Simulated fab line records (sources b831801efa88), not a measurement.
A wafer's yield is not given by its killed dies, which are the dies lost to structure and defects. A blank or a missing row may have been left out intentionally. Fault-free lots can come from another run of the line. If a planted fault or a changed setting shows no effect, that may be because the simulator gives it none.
The tool behind it: which one?	flow sfq-line	42 wafers from 14 lots sampled at 7 of the route's 325 steps

== WHAT THE GAUGES READ, wafer by wafer ==
SFQ_I3_BOW_MEAS_922. Usual: for I3_BOW the level is 3 um and the standard deviation is 7.6.
lot	measured	on	I3_BOW (um)	flag
L207	day 43 21:29	film-metro-01	-2 -6 -12	
L209	day 44 15:29	film-metro-02	19 8 21	
L210	day 46 00:33	film-metro-01	3 6 -9	
L211	day 46 03:35	film-metro-04	9 0 10	
L212	day 46 04:57	film-metro-02	17 14 17	
L214	day 46 12:32	film-metro-04	14 2 14	
L215	day 47 02:04	film-metro-01	13 -3 7	
L216	day 47 17:19	film-metro-01	4 1 11	
L222	day 49 00:49	film-metro-01	9 13 3	
L223	day 49 06:48	film-metro-04	6 -1 -7	
L226	day 49 20:18	film-metro-02	0 4 -1 - - -	
L227	day 49 21:47	film-metro-04	5 8 -4	
L228	day 49 23:20	film-metro-02	11 -6 -2 - - -	
L229	day 50 04:01	film-metro-02	2 1 2	

SFQ_M8_BOW_MEAS_951. Usual: for M8_BOW the level is 10 um and the standard deviation is 9.7.
lot	measured	on	M8_BOW (um)	flag
L207	day 79 20:34	film-metro-03	8 3 -1	
L209	day 80 00:10	film-metro-01	26 16 28	
L210	day 81 13:37	film-metro-04	5 9 -7	
L211	day 81 16:10	film-metro-03	27 16 26	
L212	day 82 03:20	film-metro-03	11 6 9	
L214	day 83 03:20	film-metro-01	16 4 14	
L215	day 83 04:32	film-metro-03	27 12 21	
L216	day 83 16:58	film-metro-03	11 7 17	
L222	day 84 19:08	film-metro-04	21 24 14	
L223	day 84 20:25	film-metro-03	19 10 5	
L226	day 85 07:14	film-metro-01	-6 0 -5	
L227	day 85 09:38	film-metro-03	16 18 6	
L228	day 86 02:31	film-metro-03	11 -7 -3	
L229	day 86 07:15	film-metro-01	-1 -1 -1	

== EACH LOT AND THE TOOL THAT RAN IT (in order: tool; ch and the chambers of the sampled wafers; start) ==
lot	SFQ_TRILAYER_I3_DEP_PECVD_081	SFQ_TRILAYER_I3_CMP_CMP_082	SFQ_TRILAYER_I3_METRO_MEASURE_083	SFQ_TRILAYER_I3_VIA_ETCH_VIA_ETCH_088	SFQ_TRILAYER_A5B_METRO_MEASURE_131
L207	pecvd-04 ch 0,1, day 43 18:23	cmp-01 ch 0,2,3, day 43 18:58	film-metro-01, day 43 21:47	rie-diel-03 ch 0,1,3, day 44 01:06	film-metro-01, day 51 20:29
L209	pecvd-01 ch 0,2, day 44 07:35	cmp-01 ch 0,2,3, day 44 13:28	film-metro-02, day 44 15:47	rie-diel-03 ch 2,3, day 45 01:56	film-metro-01, day 52 02:29
L210	pecvd-01 ch 1,2, day 45 18:39	cmp-01 ch 1,2, day 45 22:02	film-metro-01, day 46 00:51	rie-diel-04 ch 0,1,3, day 51 21:44	film-metro-02, day 58 13:07
L211	pecvd-04 ch 0,1,2, day 45 20:09	cmp-01 ch 0,2,3, day 46 01:32	film-metro-04, day 46 04:15	rie-diel-03 ch 0,1,2, day 51 23:00	film-metro-04, day 58 14:57
L212	pecvd-02 ch 0,1,2, day 45 21:50	cmp-02 ch 0,1,2, day 46 01:56	film-metro-02, day 46 05:15	rie-diel-01 ch 0,1,2, day 52 00:08	film-metro-01, day 58 17:55
L214	pecvd-04 ch 0,2, day 46 07:51	cmp-01 ch 0,1,2, day 46 09:32	film-metro-04, day 46 12:39	rie-diel-04 ch 1,2,3, day 52 04:57	film-metro-02, day 59 00:19
L215	pecvd-04 ch 0,2, day 46 21:03	cmp-01 ch 1,2,3, day 46 23:33	film-metro-01, day 47 02:22	rie-diel-04 ch 0,1,2, day 52 13:21	film-metro-02, day 59 06:06
L216	pecvd-02 ch 1,2, day 47 10:56	cmp-01 ch 0,1,3, day 47 14:17	film-metro-01, day 47 17:48	rie-diel-04 ch 2,3, day 53 01:21	film-metro-02, day 59 11:06
L222	pecvd-01 ch 0,1, day 48 17:50	cmp-02 ch 0,1,3, day 48 21:47	film-metro-01, day 49 01:18	rie-diel-04 ch 1,2,3, day 54 04:40	film-metro-04, day 60 08:03
L223	pecvd-01 ch 0,1, day 48 21:26	cmp-02 ch 1,2,3, day 49 04:47	film-metro-04, day 49 07:06	rie-diel-03 ch 0,1,3, day 54 11:52	film-metro-04, day 60 12:03
L226	pecvd-04 ch 0,2, day 49 09:26	cmp-01 ch 0,1,3, day 49 17:47	film-metro-02, day 50 01:49	rie-diel-01 ch 2,3, day 54 23:52	film-metro-02, day 61 11:26
L227	pecvd-02 ch 0,1,2, day 49 10:49	cmp-02 ch 0,1,3, day 49 19:17	film-metro-04, day 49 21:54	rie-diel-03 ch 0,1,2, day 55 01:04	film-metro-01, day 61 14:01
L228	pecvd-01 ch 0,1,2, day 49 12:03	cmp-01 ch 0,1,3, day 49 21:47	film-metro-02, day 50 03:30	rie-diel-01 ch 1,2, day 55 03:28	film-metro-01, day 61 20:37
L229	pecvd-04 ch 1,2, day 49 15:37	cmp-02 ch 0,1, day 50 01:31	film-metro-02, day 50 04:08	rie-diel-01 ch 1,2, day 55 08:16	film-metro-04, day 61 23:01
- SFQ_TRILAYER_I3_DEP_PECVD_081: deposits SiO2 from SiH4/N2O, time 111.11 s, target thk 500 nm.
- SFQ_TRILAYER_I3_CMP_CMP_082: polishes SiO2.
- SFQ_TRILAYER_I3_METRO_MEASURE_083
- SFQ_TRILAYER_I3_VIA_ETCH_VIA_ETCH_088: etches SiO2 in CHF3, stops on Nb, target depth 260 nm.
- SFQ_TRILAYER_A5B_METRO_MEASURE_131

== AS READ BY THE TOOLS THEMSELVES (means over the sampled wafers that have a number; for cases with no such wafer, the mark the record gives instead) ==
SFQ_TRILAYER_I3_DEP_PECVD_081. Usual: heater-power-w 83 W, standard deviation 15; rf-fwd-power-W 182.3 W, standard deviation 0.58; throttle-valve-pct 25.0 %, standard deviation 2.
lot	tool	heater-power-w (W)	rf-fwd-power-W (W)	throttle-valve-pct (%)	flag
L207	pecvd-04	80	182.4	25.3	
L209	pecvd-01	69	181.4	26.1	
L210	pecvd-01	73	182.7	24.0	
L211	pecvd-04	87	182.5	26.1	
L212	pecvd-02	98	182.1	22.5	
L214	pecvd-04	94	182.3	25.9	
L215	pecvd-04	96	182.3	26.0	
L216	pecvd-02	90	181.8	21.8	
L222	pecvd-01	75	182.8	26.6	
L223	pecvd-01	75	181.8	26.8	
L226	pecvd-04	86	182.1	25.3	
L227	pecvd-02	95	182.4	22.6	
L228	pecvd-01	76	182.3	25.6	
L229	pecvd-04	94	182.6	26.7	

SFQ_TRILAYER_I3_CMP_CMP_082. Usual: motor-current-A 10.1 A, standard deviation 0.73; slurry-flow-ml-min 150.0, standard deviation 0.47; time-to-endpoint-s 213 s, standard deviation 8.8.
lot	tool	motor-current-A (A)	slurry-flow-ml-min	time-to-endpoint-s (s)	flag
L207	cmp-01	10.2	149.8	209	
L209	cmp-01	10.3	150.0	208	
L210	cmp-01	10.3	149.8	213	
L211	cmp-01	10.2	150.0	212	
L212	cmp-02	9.3	150.0	219	
L214	cmp-01	10.7	150.1	210	
L215	cmp-01	10.3	149.7	217	
L216	cmp-01	10.5	149.9	204	
L222	cmp-02	9.7	149.9	226	
L223	cmp-02	9.4	149.9	232	
L226	cmp-01	10.3	149.8	191	
L227	cmp-02	9.9	150.0	212	
L228	cmp-01	10.3	150.0	205	
L229	cmp-02	9.5	149.7	223	

SFQ_TRILAYER_I3_METRO_MEASURE_083. Usual: thk-nm at 200.1 nm, with a standard deviation of 1.1.
lot	tool	thk-nm (nm)	flag
L207	film-metro-01	199.8	
L209	film-metro-02	199.9	
L210	film-metro-01	199.9	
L211	film-metro-04	200.0	
L212	film-metro-02	200.5	
L214	film-metro-04	199.6	
L215	film-metro-01	198.2	
L216	film-metro-01	201.1	
L222	film-metro-01	200.7	
L223	film-metro-04	200.7	
L226	film-metro-02	206.2	OFF
L227	film-metro-04	200.7	
L228	film-metro-02	206.0	OFF
L229	film-metro-02	201.9	

SFQ_TRILAYER_I3_VIA_ETCH_VIA_ETCH_088. Usual: drypump-motor-current-A 5.7 A, standard deviation 0.45; oes-product-au 0.855 a.u., standard deviation 0.0054; rf-fwd-power-W 498.3 W, standard deviation 1.5.
lot	tool	drypump-motor-current-A (A)	oes-product-au (a.u.)	rf-fwd-power-W (W)	flag
L207	rie-diel-03	5.9	0.852	500.2	
L209	rie-diel-03	5.8	0.854	499.0	
L210	rie-diel-04	6.2	0.855	497.6	
L211	rie-diel-03	5.8	0.856	498.4	
L212	rie-diel-01	5.3	0.855	499.0	
L214	rie-diel-04	5.8	0.853	498.1	
L215	rie-diel-04	5.7	0.852	497.9	
L216	rie-diel-04	5.4	0.857	499.4	
L222	rie-diel-04	5.8	0.856	496.4	
L223	rie-diel-03	5.9	0.856	498.9	
L226	rie-diel-01	5.1	0.871	498.3	
L227	rie-diel-03	5.8	0.854	497.7	
L228	rie-diel-01	5.1	0.867	498.4	
L229	rie-diel-01	5.1	0.860	497.6	

SFQ_TRILAYER_A5B_METRO_MEASURE_131. Usual: thk-nm at 340 nm, with a standard deviation of 6.6.
lot	tool	thk-nm (nm)	flag
L207	film-metro-01	331	
L209	film-metro-01	341	
L210	film-metro-02	350	
L211	film-metro-04	338	
L212	film-metro-01	352	
L214	film-metro-02	336	
L215	film-metro-02	333	
L216	film-metro-02	334	
L222	film-metro-04	335	
L223	film-metro-04	330	
L226	film-metro-02	333	
L227	film-metro-01	340	
L228	film-metro-01	340	
L229	film-metro-04	343	

== THE ANSWER, worked out from the rows above alone ==
Rule: take the mean of a lot's wafers that have a number; if it is more than 3 standard deviations from the usual mean, the lot is off. A lot without any number at a reading at which 4 lots or more have one is off too. Where the step has rows for the other lots, those lots are counted as sound. The gauges are gone through in route order, then the tools' own readings, and for those a lot's mean is taken as printed above. At the first step where some lot is off, the reading lying furthest off is the one used; lots without a number count as furthest.
Off: L226, L228 (SFQ_TRILAYER_I3_METRO_MEASURE_083, thk-nm).
A tool fits if, at that step or a process step before it, it ran every lot that is off, and no sound lot after the first of them. One fits: SFQ_TRILAYER_I3_CMP_CMP_082 on cmp-01. A fault onset in the window from L216 (day 47 14:17, its last sound lot) to L226 (day 49 17:47, its first lot off) fits.

== WHAT THE SIMULATOR HAD INSERTED ==
cmp-01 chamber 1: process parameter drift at SFQ_TRILAYER_I3_CMP_CMP_082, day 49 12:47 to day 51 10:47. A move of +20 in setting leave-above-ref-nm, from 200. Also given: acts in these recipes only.
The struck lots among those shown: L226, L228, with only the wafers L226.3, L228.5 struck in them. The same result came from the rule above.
